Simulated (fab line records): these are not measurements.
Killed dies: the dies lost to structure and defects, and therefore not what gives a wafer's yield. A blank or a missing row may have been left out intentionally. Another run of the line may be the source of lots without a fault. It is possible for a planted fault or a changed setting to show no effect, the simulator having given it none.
Matching of chambers :: flow sky130 :: SKY_VIA2_CMP_02 on cmp-01 has 4 sister chambers
The step polishes SiO2. 16 wafers are shown with their chamber, then 8 later ones without.

WAFERS PAIRED WITH THEIR CHAMBERS
wafer: L641.2
chamber: 3
motor current A (A): 11.9

wafer: L641.5
chamber: 2
motor current A (A): 12.4

wafer: L641.6
chamber: 3
motor current A (A): 12.1

wafer: L642.1
chamber: 1
motor current A (A): 10.0

wafer: L642.2
chamber: 2
motor current A (A): 12.3

wafer: L642.3
chamber: 0
motor current A (A): 12.1

wafer: L646.1
chamber: 1
motor current A (A): 10.6

wafer: L646.2
chamber: 3
motor current A (A): 11.6

wafer: L646.3
chamber: 0
motor current A (A): 12.0

wafer: L647.1
chamber: 3
motor current A (A): 12.2

wafer: L647.2
chamber: 2
motor current A (A): 12.6

wafer: L647.6
chamber: 2
motor current A (A): 12.3

wafer: L648.1
chamber: 2
motor current A (A): 12.2

wafer: L648.2
chamber: 3
motor current A (A): 11.0

wafer: L648.5
chamber: 1
motor current A (A): 9.3

wafer: L658.1
chamber: 3
motor current A (A): 11.8

SIGNATURES, as means of the wafers listed above
reading: motor current A
chamber 0: 12.050
chamber 1: 9.967
chamber 2: 12.360
chamber 3: 11.767
scatter within a chamber: 0.395
Rule: a wafer lies at a distance from a chamber equal to the root of the sum of squares, over the readings, of (its reading less the chamber's mean, divided by the reading's scatter). The wafer belongs to the nearest chamber; if the next one is less than 2 further off, it can't be placed. The scatter is the square root of a quotient: the sum, over the shown wafers, of each reading's squared deviation from its chamber's mean, divided by wafers minus chambers.

WAFERS WITHOUT THEIR CHAMBER
wafer: L658.2
motor current A (A): 12.6

wafer: L658.5
motor current A (A): 11.6

wafer: L661.3
motor current A (A): 12.1

wafer: L661.4
motor current A (A): 11.4

wafer: L661.6
motor current A (A): 11.8

wafer: L663.1
motor current A (A): 12.3

wafer: L663.3
motor current A (A): 12.2

wafer: L663.5
motor current A (A): 11.4

WHICH CHAMBER EACH WENT THROUGH
wafer: L658.2
from the rows above: can't be placed: 2 or 0 or 3
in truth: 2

wafer: L658.5
from the rows above: can't be placed: 3 or 0 or 2
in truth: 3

wafer: L661.3
from the rows above: can't be placed: 0 or 2 or 3
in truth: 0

wafer: L661.4
from the rows above: can't be placed: 3 or 0 or 2
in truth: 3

wafer: L661.6
from the rows above: can't be placed: 3 or 0 or 2
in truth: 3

wafer: L663.1
from the rows above: can't be placed: 2 or 0 or 3
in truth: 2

wafer: L663.3
from the rows above: can't be placed: 0 or 2 or 3
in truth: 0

wafer: L663.5
from the rows above: can't be placed: 3 or 0 or 2
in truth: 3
Correct placement for 0 of the 8. From these rows, 8 cannot be placed; in 8 the true chamber is one of the candidates. Wrongly placed: 0.
